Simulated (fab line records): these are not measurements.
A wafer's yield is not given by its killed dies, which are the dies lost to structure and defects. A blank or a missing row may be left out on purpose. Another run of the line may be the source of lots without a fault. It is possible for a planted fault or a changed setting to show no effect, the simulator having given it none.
The tool behind it: which one? | flow sky130 | 24 lots, 72 wafers sampled, at 5 steps of a route of 708

== WHAT THE GAUGES SHOWED, per wafer ==
SKY_CAPM_THK_MEAS_01. Usual: CAPM_CVD_00_THK 15.46 nm, standard deviation 0.21.
lot  | measured     | on            | CAPM_CVD_00_THK (nm) | flag
L074 | day 36 00:59 | film_metro-04 | 15.39 15.29 15.67    |
L075 | day 36 15:52 | film_metro-02 | 15.26 15.39 15.65    |
L076 | day 37 02:58 | film_metro-04 | 15.25 15.22 15.32    |
L077 | day 37 06:45 | film_metro-04 | 15.19 15.31 15.43    |
L078 | day 37 21:02 | film_metro-01 | 15.02 15.10 15.31    |
L080 | day 38 02:02 | film_metro-02 | 15.35 15.67 15.69    |
L079 | day 38 05:13 | film_metro-02 | 15.54 15.95 15.91    |
L081 | day 38 15:01 | film_metro-04 | 15.25 15.39 15.25    |
L082 | day 39 01:25 | film_metro-04 | 15.79 15.45 15.70    |
L083 | day 39 10:56 | film_metro-04 | 15.39 15.53 16.00    |
L084 | day 39 18:29 | film_metro-01 | 15.70 15.78 15.78    |
L085 | day 40 01:23 | film_metro-02 | 15.40 15.44 15.71    |
L086 | day 40 04:29 | film_metro-04 | 15.36 15.78 15.93    |
L088 | day 40 17:02 | film_metro-04 | 15.54 15.57 15.82    |
L089 | day 41 01:40 | film_metro-01 | 15.57 15.33 15.74    |
L090 | day 41 02:02 | film_metro-01 | 14.88 15.41 15.64    |
L087 | day 41 07:02 | film_metro-01 | 15.35 15.36 15.44    |
L091 | day 41 09:56 | film_metro-02 | 15.23 15.32 15.32    |
L092 | day 41 14:37 | film_metro-04 | 15.72 15.45 15.51    |
L093 | day 41 23:30 | film_metro-01 | 15.62 15.51 15.84    |
L094 | day 42 11:14 | film_metro-01 | 15.46 15.48 15.69    |
L095 | day 42 11:16 | film_metro-04 | 15.57 15.52 15.57    |
L096 | day 42 19:17 | film_metro-02 | 15.08 15.40 15.32    |
L097 | day 42 23:40 | film_metro-01 | 15.46 15.64 15.66    |

SKY_CAPM_RS_MEAS_03: uses a four-point probe to measure. Usual: CAPM_TIN_RS 6.94 ohm/sq, standard deviation 0.058.
lot  | measured     | on            | CAPM_TIN_RS (ohm/sq) | flag
L074 | day 36 01:09 | film_metro-02 | 6.92 6.93 6.98       |
L075 | day 36 16:02 | film_metro-04 | 6.94 6.97 6.97       |
L076 | day 37 03:08 | film_metro-01 | 7.00 7.05 7.04       |
L077 | day 37 06:56 | film_metro-02 | 6.89 6.88 6.88       |
L078 | day 37 21:12 | film_metro-01 | 6.88 6.91 6.93       |
L080 | day 38 02:13 | film_metro-01 | 6.87 6.84 6.90       |
L079 | day 38 05:25 | film_metro-01 | 7.00 6.91 6.98       |
L081 | day 38 15:13 | film_metro-01 | 6.93 6.92 6.83       |
L082 | day 39 01:35 | film_metro-01 | 7.02 6.91 6.96       |
L083 | day 39 11:07 | film_metro-01 | 6.87 6.96 6.86       |
L084 | day 39 18:41 | film_metro-02 | 6.98 6.98 7.00       |
L085 | day 40 01:33 | film_metro-02 | 7.02 6.99 7.01       |
L086 | day 40 04:39 | film_metro-02 | 7.02 6.96 6.95       |
L088 | day 40 17:12 | film_metro-01 | 6.89 6.98 6.99       |
L089 | day 41 01:50 | film_metro-02 | 6.91 6.85 6.88       |
L090 | day 41 02:13 | film_metro-04 | 7.06 7.02 7.04       |
L087 | day 41 07:13 | film_metro-04 | 6.98 7.00 6.99       |
L091 | day 41 10:07 | film_metro-01 | 6.87 6.81 6.85       |
L092 | day 41 14:49 | film_metro-01 | 7.02 7.01 7.01       |
L093 | day 41 23:40 | film_metro-02 | 6.88 6.90 6.89       |
L094 | day 42 11:25 | film_metro-01 | 6.91 6.90 6.92       |
L095 | day 42 11:28 | film_metro-04 | 6.92 6.90 6.91       |
L096 | day 42 19:28 | film_metro-01 | 6.98 7.00 7.00       |
L097 | day 42 23:51 | film_metro-02 | 6.90 6.95 6.92       |

SKY_CAPM_THK_MEAS_04: measures by xrf. Usual: CAPM_TIN_THK 197.9 nm, standard deviation 2.1.
lot  | measured     | on            | CAPM_TIN_THK (nm) | flag
L074 | day 36 01:16 | film_metro-02 | 197.6 197.0 196.1 |
L075 | day 36 16:09 | film_metro-04 | 196.2 195.1 195.6 |
L076 | day 37 03:16 | film_metro-01 | 196.2 194.6 195.9 |
L077 | day 37 07:02 | film_metro-02 | 200.2 199.7 200.5 |
L078 | day 37 21:19 | film_metro-01 | 199.5 199.9 198.6 |
L080 | day 38 02:19 | film_metro-01 | 201.0 202.4 200.8 |
L079 | day 38 05:31 | film_metro-01 | 197.4 199.3 197.2 |
L081 | day 38 15:19 | film_metro-01 | 198.5 200.0 202.5 |
L082 | day 39 01:43 | film_metro-01 | 195.8 198.1 197.1 |
L083 | day 39 11:13 | film_metro-01 | 200.1 198.5 200.9 |
L084 | day 39 18:46 | film_metro-02 | 196.3 195.6 195.8 |
L085 | day 40 01:40 | film_metro-02 | 196.6 196.7 195.9 |
L086 | day 40 04:46 | film_metro-02 | 195.3 197.5 197.4 |
L088 | day 40 17:19 | film_metro-01 | 199.8 196.2 196.1 |
L089 | day 41 01:58 | film_metro-02 | 198.2 199.2 200.1 |
L090 | day 41 02:20 | film_metro-04 | 192.5 193.7 193.6 |
L087 | day 41 07:20 | film_metro-04 | 195.9 194.7 194.2 |
L091 | day 41 10:13 | film_metro-01 | 200.3 203.3 201.2 |
L092 | day 41 14:54 | film_metro-01 | 197.3 197.4 196.9 |
L093 | day 41 23:47 | film_metro-02 | 199.5 198.0 198.9 |
L094 | day 42 11:32 | film_metro-01 | 199.4 199.9 199.6 |
L095 | day 42 11:34 | film_metro-04 | 196.4 197.4 197.2 |
L096 | day 42 19:34 | film_metro-01 | 197.6 196.5 197.2 |
L097 | day 42 23:58 | film_metro-02 | 198.2 197.6 197.5 |

SKY_METAL4_OVL_MEAS_14. Usual: METAL4_OVL -1 nm, standard deviation 4.8.
lot  | measured     | on         | METAL4_OVL (nm) | flag
L074 | day 41 11:18 | overlay-02 | -1 -6 -11       |
L075 | day 42 00:36 | overlay-02 | 9 3 9           |
L076 | day 42 12:09 | overlay-02 | -2 -9 -1        |
L077 | day 42 13:55 | overlay-02 | 6 9 9           |
L078 | day 43 02:39 | overlay-01 | -3 3 1          |
L080 | day 43 06:37 | overlay-02 | -1 0 0          |
L079 | day 43 11:31 | overlay-01 | 2 -2 -2         |
L081 | day 43 18:00 | overlay-01 | -5 -8 -5        |
L082 | day 44 03:56 | overlay-02 | 3 -5 0          |
L083 | day 44 13:06 | overlay-02 | -2 -2 1         |
L084 | day 44 20:40 | overlay-01 | 4 8 5           |
L085 | day 45 01:08 | overlay-01 | 2 -7 -4         |
L086 | day 45 02:36 | overlay-02 | -4 -3 -7        |
L088 | day 45 14:48 | overlay-02 | -2 -6 -8        |
L089 | day 45 23:08 | overlay-02 | 0 1 -10         |
L090 | day 45 23:30 | overlay-01 | 12 1 7          |
L087 | day 46 04:09 | overlay-01 | 1 3 -1          |
L091 | day 46 06:10 | overlay-02 | -3 2 -3         |
L092 | day 46 10:04 | overlay-01 | -7 -2 -6        |
L093 | day 46 19:12 | overlay-02 | -5 0 -6         |
L094 | day 47 03:54 | overlay-02 | 1 -5 -3         |
L095 | day 47 04:19 | overlay-02 | 5 1 7           |
L096 | day 47 10:39 | overlay-02 | -2 -7 -6        |
L097 | day 47 14:48 | overlay-02 | 0 -5 0          |

== WHAT TOOL EACH LOT RAN ON (gives the tool, then ch and the chambers of the sampled wafers, and finally the start) ==
lot  | SKY_METAL3_SPUTTER_01
L074 | pvd_sputter-02, day 36 00:50
L075 | pvd_sputter-01, day 36 15:42
L076 | pvd_sputter-01, day 37 02:49
L077 | pvd_sputter-02, day 37 06:35
L078 | pvd_sputter-01, day 37 20:53
L080 | pvd_sputter-02, day 38 01:52
L079 | pvd_sputter-01, day 38 05:03
L081 | pvd_sputter-01, day 38 14:50
L082 | pvd_sputter-04, day 39 01:16
L083 | pvd_sputter-02, day 39 10:46
L084 | pvd_sputter-02, day 39 18:17
L085 | pvd_sputter-04, day 40 01:13
L086 | pvd_sputter-02, day 40 04:19
L088 | pvd_sputter-04, day 40 16:52
L089 | pvd_sputter-02, day 41 01:31
L090 | pvd_sputter-04, day 41 01:52
L087 | pvd_sputter-02, day 41 06:53
L091 | pvd_sputter-02, day 41 09:46
L092 | pvd_sputter-04, day 41 14:25
L093 | pvd_sputter-02, day 41 23:20
L094 | pvd_sputter-04, day 42 11:05
L095 | pvd_sputter-02, day 42 11:05
L096 | pvd_sputter-02, day 42 19:07
L097 | pvd_sputter-01, day 42 23:30
- SKY_METAL3_SPUTTER_01: material TiN, target thk 20 nm, time 16.7 s.

== WHAT THE TOOLS THEMSELVES READ (means of the sampled wafers that have a number; where no wafer has one, the mark that the record gives instead) ==
SKY_METAL3_SPUTTER_01. Usual: throttle_valve_pct at 30.0 %, with a standard deviation of 1.
lot  | tool           | throttle_valve_pct (%) | flag
L074 | pvd_sputter-02 | 29.2                   |
L075 | pvd_sputter-01 | 30.4                   |
L076 | pvd_sputter-01 | 31.0                   |
L077 | pvd_sputter-02 | 30.1                   |
L078 | pvd_sputter-01 | 30.6                   |
L080 | pvd_sputter-02 | 28.8                   |
L079 | pvd_sputter-01 | 30.3                   |
L081 | pvd_sputter-01 | 30.8                   |
L082 | pvd_sputter-04 | 30.1                   |
L083 | pvd_sputter-02 | 29.6                   |
L084 | pvd_sputter-02 | 29.3                   |
L085 | pvd_sputter-04 | 30.2                   |
L086 | pvd_sputter-02 | 29.5                   |
L088 | pvd_sputter-04 | 30.1                   |
L089 | pvd_sputter-02 | 29.7                   |
L090 | pvd_sputter-04 | 30.0                   |
L087 | pvd_sputter-02 | 29.4                   |
L091 | pvd_sputter-02 | 29.2                   |
L092 | pvd_sputter-04 | 30.1                   |
L093 | pvd_sputter-02 | 28.9                   |
L094 | pvd_sputter-04 | 30.2                   |
L095 | pvd_sputter-02 | 30.6                   |
L096 | pvd_sputter-02 | 29.6                   |
L097 | pvd_sputter-01 | 30.7                   |

== THE ANSWER, worked out from the rows above alone ==
Rule: a lot is off if the mean of its wafers that have a number lies more than 3 standard deviations from the usual mean. Also off: a lot with no number at a reading for which 4 or more lots have one. Any other lot the step has rows for is counted as sound. Order of review: gauges by route order, followed by the tools' own readings, for which a lot's mean as printed above is used. At the first step where some lot is off, the reading lying furthest off is the one used; lots without a number count as furthest.
No lot is off at any reading shown: from this, nothing can be told.

== WHAT WAS PUT IN BY THE SIMULATOR ==
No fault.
